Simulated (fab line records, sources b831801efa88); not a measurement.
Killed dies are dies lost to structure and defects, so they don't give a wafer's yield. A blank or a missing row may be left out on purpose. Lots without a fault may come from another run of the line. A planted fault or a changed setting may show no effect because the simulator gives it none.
Which tool did it? | flow sky130 | 7 lots, 21 wafers sampled, at 2 steps of a route of 708

WHAT THE GAUGES READ, wafer by wafer
SKY_SPACER_THK_MEAS_01.
lot  | measured     | on            | SPACER_CVD_00_THK (nm)
L406 | day 24 02:26 | film_metro-03 | 42.9 43.3 43.1
L410 | day 24 13:02 | film_metro-03 | 43.1 42.8 43.2
L413 | day 25 15:41 | film_metro-04 | 51.8 51.9 52.1
L422 | day 28 15:09 | film_metro-01 | 42.5 42.7 42.5
L423 | day 30 15:43 | film_metro-04 | 43.3 43.7 43.8
L427 | day 30 16:56 | film_metro-04 | 42.8 42.6 42.8
L429 | day 31 03:37 | film_metro-03 | 43.1 43.1 43.1

WHICH TOOL RAN EACH LOT (tool, then ch and the chambers of the sampled wafers, then the start)
lot  | SKY_SPACER_CVD_00
L406 | lpcvd-02 ch 1, day 24 01:14
L410 | lpcvd-02 ch 1, day 24 11:49
L413 | lpcvd-02 ch 1, day 25 14:28
L422 | lpcvd-02 ch 0, day 28 13:57
L423 | lpcvd-02 ch 1, day 30 14:31
L427 | lpcvd-02 ch 0, day 30 15:43
L429 | lpcvd-02 ch 1, day 31 02:25
- SKY_SPACER_CVD_00: deposits Si3N4 from DCS/NH3, target thk 43.1 nm, time 740 s.

THE ANSWER, worked out from the rows above alone
Rule: what is usual is taken from the lots themselves. Put in order of their means at a reading, lots are off if they are a third of the lots or fewer, leave a main group of 4 or more, and stand apart from it by a gap of 3 or more times the standard deviation of the main group's means; of several such gaps the widest counts. A main group whose means are all the same, to the digits that the tables above print for the reading, isn't used. A lot without any number at a reading at which 4 lots or more have one is off too. The other lots that the step has rows for count as sound.
Off: L413, at SKY_SPACER_THK_MEAS_01 (SPACER_CVD_00_THK). The main group: mean 43.0 nm, standard deviation 0.33.
A tool fits if, at a process step before that reading, it ran every lot that is off, and no sound lot after the first of them. The gauges at SKY_SPACER_THK_MEAS_01 are tried like those tools. None of those tried fits.

WHAT THE SIMULATOR HAD PUT IN
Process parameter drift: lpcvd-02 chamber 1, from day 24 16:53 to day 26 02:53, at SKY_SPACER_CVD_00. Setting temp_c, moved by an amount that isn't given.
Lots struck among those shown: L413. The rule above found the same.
